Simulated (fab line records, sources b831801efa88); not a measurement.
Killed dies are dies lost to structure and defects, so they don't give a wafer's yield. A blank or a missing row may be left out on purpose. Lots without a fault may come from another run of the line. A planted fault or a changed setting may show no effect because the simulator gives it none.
Which tool did it? | flow gf180mcu | 14 lots, 42 wafers sampled, at 3 steps of a route of 602

WHAT THE GAUGES READ, wafer by wafer
GF_V1_THK_MEAS_03.
lot  | measured     | on            | V1_CVD_02_THK (nm)
L870 | day 17 08:52 | film_metro-02 | 851 841 860
L871 | day 17 19:58 | film_metro-01 | 839 844 859
L872 | day 18 05:24 | film_metro-02 | 846 852 853
L875 | day 19 12:43 | film_metro-01 | 833 850 854
L874 | day 19 13:45 | film_metro-03 | 838 854 843
L876 | day 19 22:49 | film_metro-02 | 840 855 853
L877 | day 20 06:01 | film_metro-01 | 846 853 870
L879 | day 21 06:02 | film_metro-03 | 833 838 842
L880 | day 21 15:34 | film_metro-01 | 856 858 877
L882 | day 22 11:27 | film_metro-01 | 828 851 854
L884 | day 23 02:02 | film_metro-03 | 830 835 844
L885 | day 23 14:12 | film_metro-01 | 841 854 863
L890 | day 24 19:49 | film_metro-01 | 840 856 863
L891 | day 25 05:11 | film_metro-03 | 859 870 861

WHICH TOOL RAN EACH LOT (tool, then ch and the chambers of the sampled wafers, then the start)
lot  | GF_SAB_WET_ETCH_12              | GF_M1_SPUTTER_01
L870 | wet_bench-02 ch 0, day 15 07:15 | pvd_sputter-01, day 16 09:01
L871 | wet_bench-01 ch 2, day 15 19:18 | pvd_sputter-02, day 16 19:50
L872 | wet_bench-02 ch 1, day 16 02:23 | pvd_sputter-03, day 17 05:12
L875 | wet_bench-02 ch 3, day 17 08:42 | pvd_sputter-01, day 18 11:07
L874 | wet_bench-02 ch 0, day 17 09:53 | pvd_sputter-03, day 18 12:17
L876 | wet_bench-04 ch 2, day 17 18:08 | pvd_sputter-03, day 18 21:06
L877 | wet_bench-02 ch 1, day 18 01:53 | pvd_sputter-03, day 19 05:26
L879 | wet_bench-04 ch 2, day 19 02:01 | pvd_sputter-03, day 20 05:16
L880 | wet_bench-04 ch 2, day 19 09:39 | pvd_sputter-02, day 20 12:59
L882 | wet_bench-01 ch 2, day 20 07:19 | pvd_sputter-01, day 21 10:07
L884 | wet_bench-04 ch 2, day 20 22:20 | pvd_sputter-03, day 22 00:37
L885 | wet_bench-04 ch 3, day 21 09:59 | pvd_sputter-01, day 22 12:42
L890 | wet_bench-01 ch 3, day 22 18:49 | pvd_sputter-01, day 23 20:22
L891 | wet_bench-02 ch 3, day 23 04:08 | pvd_sputter-01, day 24 06:01
- GF_SAB_WET_ETCH_12: etches SiO2 in dHF, target depth 22 nm, time 440 s.
- GF_M1_SPUTTER_01: material TiN, target thk 30 nm, time 25 s.

WHAT THE TOOLS THEMSELVES READ (means of the sampled wafers that have a number; where no wafer has one, the mark that the record gives instead)
GF_SAB_WET_ETCH_12.
lot  | tool         | bath_heat_duty_pct (%) | temp_c (C)
L870 | wet_bench-02 | 6.3                    | 25.07
L871 | wet_bench-01 | 6.4                    | 25.04
L872 | wet_bench-02 | 6.6                    | 24.99
L875 | wet_bench-02 | 5.6                    | 25.03
L874 | wet_bench-02 | 6.1                    | 24.83
L876 | wet_bench-04 | 6.0                    | 25.05
L877 | wet_bench-02 | 7.3                    | 25.07
L879 | wet_bench-04 | 6.4                    | 25.07
L880 | wet_bench-04 | 6.3                    | 25.04
L882 | wet_bench-01 | 6.6                    | 24.92
L884 | wet_bench-04 | 11.8                   | 29.53
L885 | wet_bench-04 | 11.7                   | 29.15
L890 | wet_bench-01 | 6.1                    | 24.97
L891 | wet_bench-02 | 5.3                    | 24.91

GF_M1_SPUTTER_01.
lot  | tool           | cathode_dc_power_W (W) | throttle_valve_pct (%)
L870 | pvd_sputter-01 | 6499.5                 | 30.7
L871 | pvd_sputter-02 | 6499.3                 | 30.0
L872 | pvd_sputter-03 | 6498.4                 | 30.4
L875 | pvd_sputter-01 | 6499.5                 | 31.3
L874 | pvd_sputter-03 | 6501.0                 | 30.6
L876 | pvd_sputter-03 | 6500.1                 | 30.6
L877 | pvd_sputter-03 | 6500.0                 | 30.4
L879 | pvd_sputter-03 | 6498.9                 | 29.1
L880 | pvd_sputter-02 | 6501.9                 | 30.0
L882 | pvd_sputter-01 | 6500.2                 | 31.4
L884 | pvd_sputter-03 | 6500.0                 | 29.3
L885 | pvd_sputter-01 | 6501.0                 | 30.5
L890 | pvd_sputter-01 | 6499.8                 | 31.4
L891 | pvd_sputter-01 | 6499.1                 | 31.2

THE ANSWER, worked out from the rows above alone
Rule: what is usual is taken from the lots themselves. Put in order of their means at a reading, lots are off if they are a third of the lots or fewer, leave a main group of 4 or more, and stand apart from it by a gap of 3 or more times the standard deviation of the main group's means; of several such gaps the widest counts. A main group whose means are all the same, to the digits that the tables above print for the reading, isn't used. A lot without any number at a reading at which 4 lots or more have one is off too. The other lots that the step has rows for count as sound. The gauges are gone through in route order, then the tools' own readings, and for those a lot's mean is taken as printed above. The first step at which some lot is off is used, and at that step the reading that is off furthest; a lot without a number counts as furthest.
Off: L884, L885, at GF_SAB_WET_ETCH_12 (temp_c). The main group: mean 25.00 C, standard deviation 0.074.
A tool fits if, at that step or a process step before it, it ran every lot that is off, and no sound lot after the first of them. One fits: wet_bench-04 at GF_SAB_WET_ETCH_12. Its last sound lot is L880 (day 19 09:39), its first lot that is off L884 (day 20 22:20): a fault that began between those two fits.
The tool's own readings at GF_SAB_WET_ETCH_12 bear it out: on the lots that are off they differ by more than 5 times the standard deviation of the sound lots' means. bath_heat_duty_pct reads 11.8 % there against 6.2 % on the sound lots; temp_c reads 29.34 C there against 25.00 C on the sound lots.

WHAT THE SIMULATOR HAD PUT IN
Process parameter drift: wet_bench-04, from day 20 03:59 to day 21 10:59, at GF_SAB_WET_ETCH_12. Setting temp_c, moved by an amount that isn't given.
Lots struck among those shown: L884, L885. The rule above found the same.
